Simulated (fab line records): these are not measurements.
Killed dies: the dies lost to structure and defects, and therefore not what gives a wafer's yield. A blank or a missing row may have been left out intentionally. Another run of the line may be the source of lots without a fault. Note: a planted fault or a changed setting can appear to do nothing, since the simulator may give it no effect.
Struck lot and sound lot, side by side | flow sky130 | 18 out of 708 route steps
Sound: these wafers, L284.1, L284.5, L284.6. Wafers struck: L291.1, L291.2, L291.3. The cause is given at the end.
At each step with rows: each side's tool, then ch and its chambers, then its first start. Under that, the readings that differ: sound wafers | struck wafers | difference of the means | sigmas: that difference in standard deviations of wafers without a fault.
alike: words and numbers the same on both sides, and readings whose means are apart by under 2 such deviations; not compared: readings that were withheld, readings missing a value for some wafer, numbers with overlapping values and no deviation given by the record, and bounds like >300 which may hide the same value.
Wherever a step has rows on one side only, a row that says differs or no value, or a row with sigmas, the two part there. Non-overlapping numbers with no deviation appear without sigmas and do not part them. A reading missing from all wafers of one side parts the sides only when that side holds two or more wafers.

first, 4 steps without rows for these wafers: SKY_PWDE_SOFTBAKE_03; SKY_PWDE_EXPOSE_04 (exposes mask PWDEM, target cd 840 nm); SKY_PWDE_PEB_05; SKY_PWDE_DEVELOP_06 (develop time 60 s).
SKY_PWDE_OVL_MEAS_07:
  struck on overlay-02, day 6 07:09; sound on overlay-01, day 4 00:18
  alike: PWDE_OVL
then, 1 step without rows for these wafers: SKY_PWDE_IMPLANT_08.
SKY_PWDE_STRIP_09: strips in O2/N2.
  sound on plasmaAsher-01 ch 0,1, day 4 00:29; struck on plasmaAsher-03 ch 0,1, day 6 07:20
  alike: drypumpMotorCurrentA, oesProductAu, stripTimeToEndpointS
  not compared: rfHoursCounterH
SKY_PWDE_TW_MEAS_10:
  struck on filmMetro-04, day 6 07:26; sound on filmMetro-02, day 4 00:35
  alike: PWDE_TW
then, 4 steps without rows for these wafers: SKY_NWELL_DEHYDRATE_03 (time 60 s); SKY_NWELL_HMDS_04 (prime time 60 s); SKY_NWELL_COAT_05 (resist thk 3000 nm); SKY_NWELL_SOFTBAKE_06.
SKY_NWELL_EXPOSE_07: exposes mask NWM, target cd 840 nm.
  sound on ilineStepper-01 ch 0, day 4 08:53; struck on ilineStepper-02 ch 0, day 6 16:38
reading                     | sound                   | struck            | difference | sigmas
model.NWELL.overlayXNm (nm) | -0.6367 -0.6367 -0.6367 | 226.5 226.5 226.5 | +227.1     | 
  alike: mask
then, 2 steps without rows for these wafers: SKY_NWELL_PEB_08; SKY_NWELL_DEVELOP_09 (develop time 60 s).
SKY_NWELL_OVL_MEAS_10:
  struck on overlay-02, day 7 01:52; sound on overlay-02, day 4 16:48
reading           | sound        | struck            | difference | sigmas
NWELL_00_OVL (nm) | 0.9 0.5 -1.2 | 226.6 226.5 226.0 | +226.3     | +99 or more
then, 1 step without rows for these wafers: SKY_NWELL_IMPLANT_11.
-- the record jumps here: 42 days lie between the struck wafers' starts before and after (it left off in module NWELL and takes up again in module PAD_OPEN, whose first step shown is number 708 of the route) --
SKY_PAD_OPEN_PROBE_99:
  struck on prober-02, day 48 14:23; sound on prober-01, day 45 23:41
reading          | sound    | struck      | difference | sigmas
killedAtFrontEnd | 21 15 16 | 435 425 424 | +411       | +91
killedDies       | 89 93 88 | 492 492 492 | +402       | +44
killedOnRim      | 14 17 24 | 96 96 96    | +78        | +22
  alike: killed_at_M0_to_M3, killed_at_M4_up, killedAtContacts, killedAtOther, killedOpen, killedShort

== WHERE THEY PART ==
Earliest at SKY_NWELL_OVL_MEAS_10; latest, in this record, at SKY_PAD_OPEN_PROBE_99.

WHY: the cause the simulator had injected
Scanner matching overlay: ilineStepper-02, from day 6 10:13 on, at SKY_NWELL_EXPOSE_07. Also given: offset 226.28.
